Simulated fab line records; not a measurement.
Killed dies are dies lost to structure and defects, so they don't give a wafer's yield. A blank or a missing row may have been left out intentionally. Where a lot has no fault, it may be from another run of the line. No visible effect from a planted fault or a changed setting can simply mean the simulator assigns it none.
Which tool was responsible? :: flow sky130 :: 18 wafers from 6 lots sampled at 2 of the route's 708 steps

== WHAT EACH GAUGE READ, for each wafer ==
SKY_VT_ADJUST_HVTP_OVL_MEAS_08.
lot: L821
measured: day 6 05:08
on: overlay-01
VT_ADJUST_HVTP_OVL (nm): 0.8 -0.6 -1.2

lot: L827
measured: day 7 22:40
on: overlay-01
VT_ADJUST_HVTP_OVL (nm): 291.8 293.1 292.2

lot: L831
measured: day 9 00:23
on: overlay-01
VT_ADJUST_HVTP_OVL (nm): 288.9 291.1 287.8

lot: L834
measured: day 9 17:20
on: overlay-02
VT_ADJUST_HVTP_OVL (nm): -0.3 1.4 -0.9

lot: L837
measured: day 10 09:26
on: overlay-02
VT_ADJUST_HVTP_OVL (nm): 0.1 2.8 -0.4

lot: L839
measured: day 11 04:02
on: overlay-01
VT_ADJUST_HVTP_OVL (nm): 0.1 1.0 1.1

== EACH LOT AND THE TOOL THAT RAN IT (in order: tool; ch and the chambers of the sampled wafers; start) ==
lot: L821
SKY_VT_ADJUST_HVTP_EXPOSE_04: iline_stepper-01 ch 0, day 5 20:17

lot: L827
SKY_VT_ADJUST_HVTP_EXPOSE_04: iline_stepper-01 ch 0, day 7 12:53

lot: L831
SKY_VT_ADJUST_HVTP_EXPOSE_04: iline_stepper-01 ch 0, day 8 14:11

lot: L834
SKY_VT_ADJUST_HVTP_EXPOSE_04: iline_stepper-02 ch 0, day 9 07:41

lot: L837
SKY_VT_ADJUST_HVTP_EXPOSE_04: iline_stepper-02 ch 0, day 9 22:20

lot: L839
SKY_VT_ADJUST_HVTP_EXPOSE_04: iline_stepper-02 ch 0, day 10 16:41
- SKY_VT_ADJUST_HVTP_EXPOSE_04: exposes mask HVTPM, target cd 380 nm.

== THE ANSWER, worked out from the rows above alone ==
Rule: what is usual is taken from the lots themselves. The widest of any qualifying gaps counts: lots, ordered by their means at a reading, are off when they make up no more than a third of the lots, leave a main group of 4 or more, and stand apart from it by 3 or more times the standard deviation of that group's means. A main group is skipped when, at the precision printed for the reading in the tables above, its means are all equal. Also off: a lot with no number at a reading for which 4 or more lots have one. All remaining lots with rows at the step are treated as sound.
Off: L827, L831, seen at SKY_VT_ADJUST_HVTP_OVL_MEAS_08 (VT_ADJUST_HVTP_OVL). Main group: mean 0.3 nm, sd 0.48.
If a tool, at a process step before that reading, ran all the lots that are off and no sound lot after the first of them, it fits. The gauges at SKY_VT_ADJUST_HVTP_OVL_MEAS_08 are tried like those tools. One fits: iline_stepper-01 at SKY_VT_ADJUST_HVTP_EXPOSE_04. Its last sound lot is L821 (day 5 20:17), its first lot that is off L827 (day 7 12:53): a fault that began between those two fits.

== WHAT WAS PUT IN BY THE SIMULATOR ==
Scanner matching overlay: iline_stepper-01, from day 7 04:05 on, at SKY_VT_ADJUST_HVTP_EXPOSE_04. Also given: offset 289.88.
Shown lots that were struck: L827, L831. This agrees with what the rule above found.
